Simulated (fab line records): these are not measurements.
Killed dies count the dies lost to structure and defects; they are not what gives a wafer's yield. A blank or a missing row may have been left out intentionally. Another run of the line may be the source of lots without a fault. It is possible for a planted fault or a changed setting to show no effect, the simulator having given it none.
fab line records :: flow sky130
[record]
  lots = 5
  wafers = 15
  last_day = 50
route steps=708 shown SONOS_ONO@171 PAD_OPEN@708
lots that met no fault: from a run of the same line without faults
start_h: hours from the record's first day to the start of the lot's first wafer shown :: wait_h: how many hours have passed since the lot's step before this one :: " repeats the value in the row above :: L1.1+2: several wafers, shown together as one row :: - value missing, or start not given :: * or withheld: withheld :: < > ~ a bound
route shown NAME@n: NAME is a module with steps in the file, n the number in the route of the first one :: usual: average and standard deviation across the fault-free wafers :: same: alike in all rows :: chamber/n: place in a boat :: sites: readings site by site :: _std_site: the values' standard deviation :: _edge_site: mean of outer sites minus mean of inner sites :: radius_mm: how far each site lies from the wafer's centre :: mask NAME#n: copy n :: behind: the last tool/chamber to shape the wafer :: hold: cause of the lot's hold/its duration in hours/its outcome :: device: names the non-switching transistor (n, p or np) :: end of line: tests run on the same wafers once the route is complete :: a step with no rows: only its recipe :: killed: dies that structure and defects cost at the first sort, which is not the same as the wafer's yield :: map: shows each die of a wafer: x if killed, . if not, _ if none is there
set.NAME: setting as actually run; set.NAME@STEP: the setting as run at that earlier step :: model.NAME: the simulator's own value behind a step, which no gauge read
lots seen at some steps along the route; tables by step, rows by wafer
services: the hour from which a tool's chamber was out of use, counted from the record's first day as start_h (under 0 if before that day), plus the number of hours and why
[[steps]]
[step SKY_SONOS_ONO_THK_MEAS_03]
[recipe]
  reads = Si3N4_of_SONOS_ONO_CVD_02
[usual]
  SONOS_ONO_CVD_02_THK = 10.51/0.15
lot.wafer: L622.2
tool: film_metro-02
chamber: -
start_h: 280.18
wait_h: 0.0
SONOS_ONO_CVD_02_THK[nm]: 10.37

lot.wafer: L622.3
tool: film_metro-02
chamber: -
start_h: 280.18
wait_h: 0.0
SONOS_ONO_CVD_02_THK[nm]: 10.37

lot.wafer: L622.4
tool: film_metro-02
chamber: -
start_h: 280.18
wait_h: 0.0
SONOS_ONO_CVD_02_THK[nm]: 10.35

lot.wafer: L623.3
tool: film_metro-03
chamber: -
start_h: 289.24
wait_h: 0.0
SONOS_ONO_CVD_02_THK[nm]: 10.65

lot.wafer: L623.4
tool: film_metro-03
chamber: -
start_h: 289.24
wait_h: 0.0
SONOS_ONO_CVD_02_THK[nm]: 10.62

lot.wafer: L623.5
tool: film_metro-03
chamber: -
start_h: 289.24
wait_h: 0.0
SONOS_ONO_CVD_02_THK[nm]: 10.63

lot.wafer: L631.2
tool: film_metro-03
chamber: -
start_h: 351.76
wait_h: 0.1
SONOS_ONO_CVD_02_THK[nm]: 10.51

lot.wafer: L631.4
tool: film_metro-03
chamber: -
start_h: 351.76
wait_h: 0.1
SONOS_ONO_CVD_02_THK[nm]: 10.50

lot.wafer: L631.6
tool: film_metro-03
chamber: -
start_h: 351.76
wait_h: 0.1
SONOS_ONO_CVD_02_THK[nm]: 10.49

lot.wafer: L638.1
tool: film_metro-02
chamber: -
start_h: 394.53
wait_h: 0.0
SONOS_ONO_CVD_02_THK[nm]: 10.34

lot.wafer: L638.4
tool: film_metro-02
chamber: -
start_h: 394.53
wait_h: 0.0
SONOS_ONO_CVD_02_THK[nm]: 10.34

lot.wafer: L638.6
tool: film_metro-02
chamber: -
start_h: 394.53
wait_h: 0.0
SONOS_ONO_CVD_02_THK[nm]: 10.39

lot.wafer: L641.1
tool: film_metro-03
chamber: -
start_h: 424.70
wait_h: 0.0
SONOS_ONO_CVD_02_THK[nm]: 10.51

lot.wafer: L641.3
tool: film_metro-03
chamber: -
start_h: 424.70
wait_h: 0.0
SONOS_ONO_CVD_02_THK[nm]: 10.31

lot.wafer: L641.6
tool: film_metro-03
chamber: -
start_h: 424.70
wait_h: 0.0
SONOS_ONO_CVD_02_THK[nm]: 10.47
[step SKY_SONOS_ONO_CVD_04]
[recipe]
  material = SiO2
  precursor = SiH4/N2O
  target_thk_nm = 5.7199
  temp_c = 900
  pressure_mtorr = 400
[step SKY_SONOS_ONO_THK_MEAS_05]
[recipe]
  reads = SiO2_of_SONOS_ONO_CVD_04
[usual]
  SONOS_ONO_CVD_04_THK = 5.72/0.12
lot.wafer: L622.2
tool: film_metro-02
chamber: -
start_h: 281.49
wait_h: 0.0
SONOS_ONO_CVD_04_THK[nm]: 5.70

lot.wafer: L622.3
tool: film_metro-02
chamber: -
start_h: 281.49
wait_h: 0.0
SONOS_ONO_CVD_04_THK[nm]: 5.92

lot.wafer: L622.4
tool: film_metro-02
chamber: -
start_h: 281.49
wait_h: 0.0
SONOS_ONO_CVD_04_THK[nm]: 5.68

lot.wafer: L623.3
tool: film_metro-01
chamber: -
start_h: 290.55
wait_h: 0.0
SONOS_ONO_CVD_04_THK[nm]: 5.72

lot.wafer: L623.4
tool: film_metro-01
chamber: -
start_h: 290.55
wait_h: 0.0
SONOS_ONO_CVD_04_THK[nm]: 5.76

lot.wafer: L623.5
tool: film_metro-01
chamber: -
start_h: 290.55
wait_h: 0.0
SONOS_ONO_CVD_04_THK[nm]: 5.64

lot.wafer: L631.2
tool: film_metro-03
chamber: -
start_h: 353.07
wait_h: 0.0
SONOS_ONO_CVD_04_THK[nm]: 5.95

lot.wafer: L631.4
tool: film_metro-03
chamber: -
start_h: 353.07
wait_h: 0.0
SONOS_ONO_CVD_04_THK[nm]: 5.94

lot.wafer: L631.6
tool: film_metro-03
chamber: -
start_h: 353.07
wait_h: 0.0
SONOS_ONO_CVD_04_THK[nm]: 5.86

lot.wafer: L638.1
tool: film_metro-03
chamber: -
start_h: 395.84
wait_h: 0.0
SONOS_ONO_CVD_04_THK[nm]: 5.83

lot.wafer: L638.4
tool: film_metro-03
chamber: -
start_h: 395.84
wait_h: 0.0
SONOS_ONO_CVD_04_THK[nm]: 5.81

lot.wafer: L638.6
tool: film_metro-03
chamber: -
start_h: 395.84
wait_h: 0.0
SONOS_ONO_CVD_04_THK[nm]: 5.84

lot.wafer: L641.1
tool: film_metro-02
chamber: -
start_h: 426.01
wait_h: 0.0
SONOS_ONO_CVD_04_THK[nm]: 5.58

lot.wafer: L641.3
tool: film_metro-02
chamber: -
start_h: 426.01
wait_h: 0.0
SONOS_ONO_CVD_04_THK[nm]: 5.69

lot.wafer: L641.6
tool: film_metro-02
chamber: -
start_h: 426.01
wait_h: 0.0
SONOS_ONO_CVD_04_THK[nm]: 5.58
[step SKY_SONOS_ONO_DEHYDRATE_06]
[recipe]
  temp_c = 200
  time_s = 60
[step SKY_SONOS_ONO_HMDS_07]
[recipe]
  prime_time_s = 60
  prime_temp_c = 120
[step SKY_SONOS_ONO_COAT_08]
[recipe]
  resist = NOVOLAK
  spin_rpm = 3000
  resist_thk_nm = 1140
[step SKY_SONOS_ONO_SOFTBAKE_09]
[recipe]
  temp_c = 90
  time_s = 60
  resist = NOVOLAK
[step SKY_SONOS_ONO_EXPOSE_10]
[recipe]
  mask_id = ONOM
  target_cd_nm = 410
  na = 0.6
  source_shape = conventional
  sigma_outer = 0.6
  dose_mj = 150
[step SKY_SONOS_ONO_PEB_11]
[recipe]
  temp_c = withheld
  time_s = *
  resist = NOVOLAK
[step SKY_SONOS_ONO_DEVELOP_12]
[recipe]
  develop_time_s = 60
  dev_temp_c = 23
[step SKY_SONOS_ONO_CD_MEAS_13]
[recipe]
  target_cd_nm = 410
[usual]
  cd_nm = 409.5/2.2
lot.wafer: L622.2
tool: cd_sem-01
chamber: -
start_h: 307.06
wait_h: 0.1
cd_nm: 408.7

lot.wafer: L622.3
tool: cd_sem-01
chamber: -
start_h: 307.06
wait_h: 0.1
cd_nm: 408.9

lot.wafer: L622.4
tool: cd_sem-01
chamber: -
start_h: 307.06
wait_h: 0.1
cd_nm: 410.9

lot.wafer: L623.3
tool: cd_sem-01
chamber: -
start_h: 315.68
wait_h: 0.1
cd_nm: 407.7

lot.wafer: L623.4
tool: cd_sem-01
chamber: -
start_h: 315.68
wait_h: 0.1
cd_nm: 409.0

lot.wafer: L623.5
tool: cd_sem-01
chamber: -
start_h: 315.68
wait_h: 0.1
cd_nm: 411.0

lot.wafer: L631.2
tool: cd_sem-01
chamber: -
start_h: 381.82
wait_h: 0.1
cd_nm: 407.8

lot.wafer: L631.4
tool: cd_sem-01
chamber: -
start_h: 381.82
wait_h: 0.1
cd_nm: 408.4

lot.wafer: L631.6
tool: cd_sem-01
chamber: -
start_h: 381.82
wait_h: 0.1
cd_nm: 407.2

lot.wafer: L638.1
tool: cd_sem-01
chamber: -
start_h: 425.39
wait_h: 0.1
cd_nm: 404.5

lot.wafer: L638.4
tool: cd_sem-01
chamber: -
start_h: 425.39
wait_h: 0.1
cd_nm: 408.1

lot.wafer: L638.6
tool: cd_sem-01
chamber: -
start_h: 425.39
wait_h: 0.1
cd_nm: 406.7

lot.wafer: L641.1
tool: cd_sem-02
chamber: -
start_h: 456.79
wait_h: 0.1
cd_nm: 405.7

lot.wafer: L641.3
tool: cd_sem-02
chamber: -
start_h: 456.79
wait_h: 0.1
cd_nm: 405.6

lot.wafer: L641.6
tool: cd_sem-02
chamber: -
start_h: 456.79
wait_h: 0.1
cd_nm: 409.0
[step SKY_SONOS_ONO_OVL_MEAS_14]
[usual]
  SONOS_ONO_OVL = 0.4/1.4
lot.wafer: L622.2
tool: overlay-01
chamber: -
start_h: 307.17
wait_h: 0.1
SONOS_ONO_OVL[nm]: -1.1

lot.wafer: L622.3
tool: overlay-01
chamber: -
start_h: 307.17
wait_h: 0.1
SONOS_ONO_OVL[nm]: -1.8

lot.wafer: L622.4
tool: overlay-01
chamber: -
start_h: 307.17
wait_h: 0.1
SONOS_ONO_OVL[nm]: -0.7

lot.wafer: L623.3
tool: overlay-02
chamber: -
start_h: 315.77
wait_h: 0.1
SONOS_ONO_OVL[nm]: -1.7

lot.wafer: L623.4
tool: overlay-02
chamber: -
start_h: 315.77
wait_h: 0.1
SONOS_ONO_OVL[nm]: -0.2

lot.wafer: L623.5
tool: overlay-02
chamber: -
start_h: 315.77
wait_h: 0.1
SONOS_ONO_OVL[nm]: -1.9

lot.wafer: L631.2
tool: overlay-02
chamber: -
start_h: 381.92
wait_h: 0.1
SONOS_ONO_OVL[nm]: 1.7

lot.wafer: L631.4
tool: overlay-02
chamber: -
start_h: 381.92
wait_h: 0.1
SONOS_ONO_OVL[nm]: 2.2

lot.wafer: L631.6
tool: overlay-02
chamber: -
start_h: 381.92
wait_h: 0.1
SONOS_ONO_OVL[nm]: 2.9

lot.wafer: L638.1
tool: overlay-02
chamber: -
start_h: 425.51
wait_h: 0.1
SONOS_ONO_OVL[nm]: 1.0

lot.wafer: L638.4
tool: overlay-02
chamber: -
start_h: 425.51
wait_h: 0.1
SONOS_ONO_OVL[nm]: 1.5

lot.wafer: L638.6
tool: overlay-02
chamber: -
start_h: 425.51
wait_h: 0.1
SONOS_ONO_OVL[nm]: 3.2

lot.wafer: L641.1
tool: overlay-01
chamber: -
start_h: 456.91
wait_h: 0.1
SONOS_ONO_OVL[nm]: -1.4

lot.wafer: L641.3
tool: overlay-01
chamber: -
start_h: 456.91
wait_h: 0.1
SONOS_ONO_OVL[nm]: -0.8

lot.wafer: L641.6
tool: overlay-01
chamber: -
start_h: 456.91
wait_h: 0.1
SONOS_ONO_OVL[nm]: -0.4
[step SKY_SONOS_ONO_ETCH_15]
[recipe]
  target_depth_nm = 19.52
  chemistry = CHF3/O2
  source_w = 600
  bias_w = 200
  pressure_mtorr = 40
  chf3_flow_sccm = 50
  O2_flow_sccm = 5
  time_s = 7.8
[usual]
  chamber_pressure_mTorr = 40.00/0.039
  drypump_motor_current_A = 5.9/0.36
  oes_product_au = 0.998/0.013
  throttle_valve_pct = 8.824/0.0093
lot.wafer: L622.2
tool: rie_diel-04
chamber: 0
start_h: 307.20
wait_h: 0.0
chamber_pressure_mTorr: 40.03
drypump_motor_current_A: 6.0
oes_product_au: 1.001
rf_hours_counter_h: 99
throttle_valve_pct: 8.817
model.SONOS_ONO.feature_depth_nm: 19.75
model.etch.depth_nm: 19.75

lot.wafer: L622.3
tool: rie_diel-04
chamber: 3
start_h: 307.20
wait_h: 0.0
chamber_pressure_mTorr: 40.02
drypump_motor_current_A: 5.9
oes_product_au: 0.993
rf_hours_counter_h: 29
throttle_valve_pct: 8.813
model.SONOS_ONO.feature_depth_nm: 19.38
model.etch.depth_nm: 19.38

lot.wafer: L622.4
tool: rie_diel-04
chamber: 1
start_h: 307.20
wait_h: 0.0
chamber_pressure_mTorr: 39.98
drypump_motor_current_A: 6.3
oes_product_au: 1.021
rf_hours_counter_h: 15
throttle_valve_pct: 8.842
model.SONOS_ONO.feature_depth_nm: 20.4
model.etch.depth_nm: 20.4

lot.wafer: L623.3
tool: rie_diel-04
chamber: 3
start_h: 315.80
wait_h: 0.0
chamber_pressure_mTorr: 39.95
drypump_motor_current_A: 5.9
oes_product_au: 0.992
rf_hours_counter_h: 29
throttle_valve_pct: 8.814
model.SONOS_ONO.feature_depth_nm: 19.27
model.etch.depth_nm: 19.27

lot.wafer: L623.4
tool: rie_diel-04
chamber: 1
start_h: 315.80
wait_h: 0.0
chamber_pressure_mTorr: 39.99
drypump_motor_current_A: 6.4
oes_product_au: 1.015
rf_hours_counter_h: 15
throttle_valve_pct: 8.827
model.SONOS_ONO.feature_depth_nm: 20.09
model.etch.depth_nm: 20.09

lot.wafer: L623.5
tool: rie_diel-04
chamber: 1
start_h: 315.80
wait_h: 0.0
chamber_pressure_mTorr: 39.99
drypump_motor_current_A: 6.4
oes_product_au: 1.028
rf_hours_counter_h: -
throttle_valve_pct: 8.832
model.SONOS_ONO.feature_depth_nm: 20.25
model.etch.depth_nm: 20.25

lot.wafer: L631.2
tool: rie_diel-04
chamber: 1
start_h: 381.95
wait_h: 0.0
chamber_pressure_mTorr: 39.96
drypump_motor_current_A: 6.3
oes_product_au: 1.012
rf_hours_counter_h: 16
throttle_valve_pct: 8.821
model.SONOS_ONO.feature_depth_nm: 19.82
model.etch.depth_nm: 19.82

lot.wafer: L631.4
tool: rie_diel-04
chamber: 2
start_h: 381.95
wait_h: 0.0
chamber_pressure_mTorr: 39.99
drypump_motor_current_A: 6.1
oes_product_au: 0.991
rf_hours_counter_h: 11
throttle_valve_pct: 8.834
model.SONOS_ONO.feature_depth_nm: 19.23
model.etch.depth_nm: 19.23

lot.wafer: L631.6
tool: rie_diel-04
chamber: 1
start_h: 381.95
wait_h: 0.0
chamber_pressure_mTorr: 40.04
drypump_motor_current_A: 6.4
oes_product_au: 1.003
rf_hours_counter_h: -
throttle_valve_pct: 8.832
model.SONOS_ONO.feature_depth_nm: 18.53
model.etch.depth_nm: 18.53

lot.wafer: L638.1
tool: rie_diel-02
chamber: 0
start_h: 425.55
wait_h: 0.0
chamber_pressure_mTorr: 40.02
drypump_motor_current_A: 5.2
oes_product_au: 0.992
rf_hours_counter_h: 9
throttle_valve_pct: 8.835
model.SONOS_ONO.feature_depth_nm: 19.07
model.etch.depth_nm: 19.07

lot.wafer: L638.4
tool: rie_diel-02
chamber: 1
start_h: 425.55
wait_h: 0.0
chamber_pressure_mTorr: 40.01
drypump_motor_current_A: 5.7
oes_product_au: 0.988
rf_hours_counter_h: 50
throttle_valve_pct: 8.830
model.SONOS_ONO.feature_depth_nm: 19.26
model.etch.depth_nm: 19.26

lot.wafer: L638.6
tool: rie_diel-02
chamber: 0
start_h: 425.55
wait_h: 0.0
chamber_pressure_mTorr: 39.99
drypump_motor_current_A: 5.2
oes_product_au: 0.986
rf_hours_counter_h: -
throttle_valve_pct: 8.825
model.SONOS_ONO.feature_depth_nm: 19.14
model.etch.depth_nm: 19.14

lot.wafer: L641.1
tool: rie_diel-02
chamber: 2
start_h: 456.95
wait_h: 0.0
chamber_pressure_mTorr: 39.98
drypump_motor_current_A: 5.2
oes_product_au: 0.992
rf_hours_counter_h: 25
throttle_valve_pct: 8.817
model.SONOS_ONO.feature_depth_nm: 19.46
model.etch.depth_nm: 19.46

lot.wafer: L641.3
tool: rie_diel-02
chamber: 1
start_h: 456.95
wait_h: 0.0
chamber_pressure_mTorr: 40.02
drypump_motor_current_A: 5.7
oes_product_au: 1.004
rf_hours_counter_h: 50
throttle_valve_pct: 8.804
model.SONOS_ONO.feature_depth_nm: 19.47
model.etch.depth_nm: 19.47

lot.wafer: L641.6
tool: rie_diel-02
chamber: 1
start_h: 456.95
wait_h: 0.0
chamber_pressure_mTorr: 40.03
drypump_motor_current_A: 5.7
oes_product_au: 0.983
rf_hours_counter_h: -
throttle_valve_pct: 8.815
model.SONOS_ONO.feature_depth_nm: 19.16
model.etch.depth_nm: 19.16
[step SKY_SONOS_ONO_WET_ETCH_16]
[recipe]
  chemistry = dHF
  target_depth_nm = 14
  dry = n2_spin
  target = SiO2
  dilution = 100:1
  temp_c = 25
  time_s = 280
[step SKY_PAD_OPEN_PROBE_99]
[usual]
  killed_at_M0_to_M3 = 45/6.9
  killed_at_M4_up = 3.1/1.7
  killed_at_contacts = 24/5.7
  killed_at_front_end = 15/4.6
  killed_at_other = 0.3/0.57
  killed_dies = 87/10
  killed_open = 48/7.4
  killed_short = 39/6.7
[same]
  gross_dies = 492
  killed_at_back_side = 0
lot.wafer: L631.2
tool: prober-02
chamber: -
start_h: 1153.21
wait_h: 0.1
killed_at_M0_to_M3: 40
killed_at_M4_up: 2
killed_at_contacts: 18
killed_at_front_end: 16
killed_at_other: 0
killed_dies: 76
killed_open: 50
killed_short: 26

lot.wafer: L631.4
tool: prober-02
chamber: -
start_h: 1153.31
wait_h: 0.2
killed_at_M0_to_M3: 33
killed_at_M4_up: 3
killed_at_contacts: 21
killed_at_front_end: 18
killed_at_other: 0
killed_dies: 75
killed_open: 41
killed_short: 34

lot.wafer: L631.6
tool: prober-02
chamber: -
start_h: 1153.41
wait_h: 0.2
killed_at_M0_to_M3: 40
killed_at_M4_up: 4
killed_at_contacts: 27
killed_at_front_end: 16
killed_at_other: 0
killed_dies: 87
killed_open: 44
killed_short: 43
// killed by level:class
L631.2 POLY_GATE:geometric_particle:open=9 VIA3:geometric_particle:open=9 CONTACT:geometric_particle:open=9 VIA2:geometric_particle:open=8 VIA1:geometric_particle:open=8 LOCAL_INTERCONNECT:geometric_particle:short=6 VIA2:geometric_particle:short=5 METAL2:geometric_particle:short=4
L631.4 CONTACT:geometric_particle:open=14 VIA3:geometric_particle:open=9 VIA1:geometric_particle:short=7 POLY_GATE:geometric_particle:short=5 POLY_GATE:geometric_particle:open=5 METAL1:geometric_particle:short=5 LI_CONTACT:geometric_particle:short=5 FIELD_ISO:geometric_particle:open=4
L631.6 VIA1:geometric_particle:open=8 LI_CONTACT:geometric_particle:open=8 CONTACT:geometric_particle:open=7 METAL1:geometric_particle:short=7 METAL2:geometric_particle:short=6 POLY_GATE:geometric_particle:open=5 LOCAL_INTERCONNECT:geometric_particle:short=5 VIA2:geometric_particle:open=5
[[services]]
tool: rie_diel-04
chamber: 2
start_h: 325.77
hours: 11.6
kind: repair

tool: rie_diel-02
chamber: 1
start_h: 344.37
hours: 5.4
kind: repair

tool: rie_diel-02
chamber: -
start_h: 358.06
hours: 21.2
kind: repair

tool: rie_diel-04
chamber: 1
start_h: 369.12
hours: 5.1
kind: repair

tool: rie_diel-04
chamber: 0
start_h: 370.96
hours: 9.0
kind: repair

tool: rie_diel-04
chamber: 2
start_h: 407.35
hours: 1.6
kind: repair

tool: rie_diel-04
chamber: -
start_h: 426.82
hours: 14.6
kind: pm

tool: rie_diel-04
chamber: 0
start_h: 441.42
hours: -
kind: clean

tool: rie_diel-04
chamber: 0
start_h: 441.42
hours: 18.9
kind: scheduled_down

tool: rie_diel-04
chamber: 0
start_h: 441.42
hours: 18.9
kind: vent_cycle
[[key]]
first_sign none at tools or gauges
[model_effect]
  step = SKY_SONOS_ONO_ETCH_15
  value = SONOS_ONO.feature_depth_nm
  without = 19.84
  struck = 18.53
met_at SKY_SONOS_ONO_ETCH_15
struck_wafers L631.6
tester_left_out L631
onset_between 315.80 381.95
[fault]
  kind = process_parameter_drift
  tool = rie_diel-04
  chamber = -
  onset_h = 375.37
  steps = SKY_SONOS_ONO_ETCH_15
  channel = time_s
  offset = *
  shape = step
  end_h = 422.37
  scope = struck_wafers_only
  acts_in = *
  stated = *
// tester_left_out: of these lots the tester's yield and bins aren't shown, on N5 and GAA mostly nor the transistor test; their killed dies are dies lost to structure and defects alone, not to doping, threshold or leakage, so they don't give the yield
